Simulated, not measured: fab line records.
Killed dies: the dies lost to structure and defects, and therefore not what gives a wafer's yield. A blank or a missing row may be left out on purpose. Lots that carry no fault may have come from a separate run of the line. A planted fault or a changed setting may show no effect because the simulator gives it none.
The same fault as seen by 2 desks -- flow sky130 -- numbers are kept per desk, each desk with only its own; the story behind them comes last

THE METROLOGY DESK
What the gauges read for every lot (on any tool): the sampled wafers with a number, averaged. A lot is out of limits, marked OUT, if its mean lies more than 4 standard deviations from the usual mean; the brackets give that distance.
Columns: A = VIA1_HDPCVD_THK at SKY_VIA1_THK_MEAS_01, usual 1027 nm; B = VIA1_BOW at SKY_VIA1_BOW_MEAS_03, usual 81 um
lot,first seen here,A,B
L658,day 32 14:14,1031,91
L659,day 32 23:58,1035,84
L660,day 33 03:55,1032,81
L669,day 36 10:16,854 (-12) OUT,66
L676,day 38 11:11,1046,85
L677,day 38 18:04,1043,77
L678,day 39 00:58,1039,79
Per this desk, out of limits: L669; the first was L669, day 36 10:16 (VIA1_HDPCVD_THK at SKY_VIA1_THK_MEAS_01). In limits: L658, L659, L660, L676, L677, L678.

DESK OF THE TOOL OWNER: hdpcvd-02
The tool's own readings at SKY_VIA1_HDPCVD_00 (deposits SiO2, target thk 1030 nm, time 171.7 s): means of the sampled wafers that have a number, for each lot that ran on this tool. A lot is out of limits, marked OUT, if its mean lies more than 4 standard deviations from the usual mean; the brackets give that distance.
Columns: A = sih4FlowSccm at SKY_VIA1_HDPCVD_00, usual 60.00 sccm
lot,first seen here,A
L669,day 36 10:09,49.95 (-59) OUT
This desk's verdict: out of limits on L669, starting with L669 at day 36 10:09 (sih4FlowSccm at SKY_VIA1_HDPCVD_00). In limits: none.

TAKEN TOGETHER
On L669, at day 36 10:09, an alarm was possible from the tool owner's desk.
Metrology desk: alarm possible at day 36 10:16 on L669.
SKY_VIA1_HDPCVD_00 was run on hdpcvd-02 by each of the lots named.

WHAT THE SIMULATOR PUT IN
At SKY_VIA1_HDPCVD_00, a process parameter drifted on hdpcvd-02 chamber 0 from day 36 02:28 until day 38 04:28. From 60, the setting sih4FlowSccm moved by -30. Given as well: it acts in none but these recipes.
Shown lots that were struck: L669.
Time in hours from fault onset to the first out-of-limits reading at each desk: tool owner's desk 8, metrology desk 8.
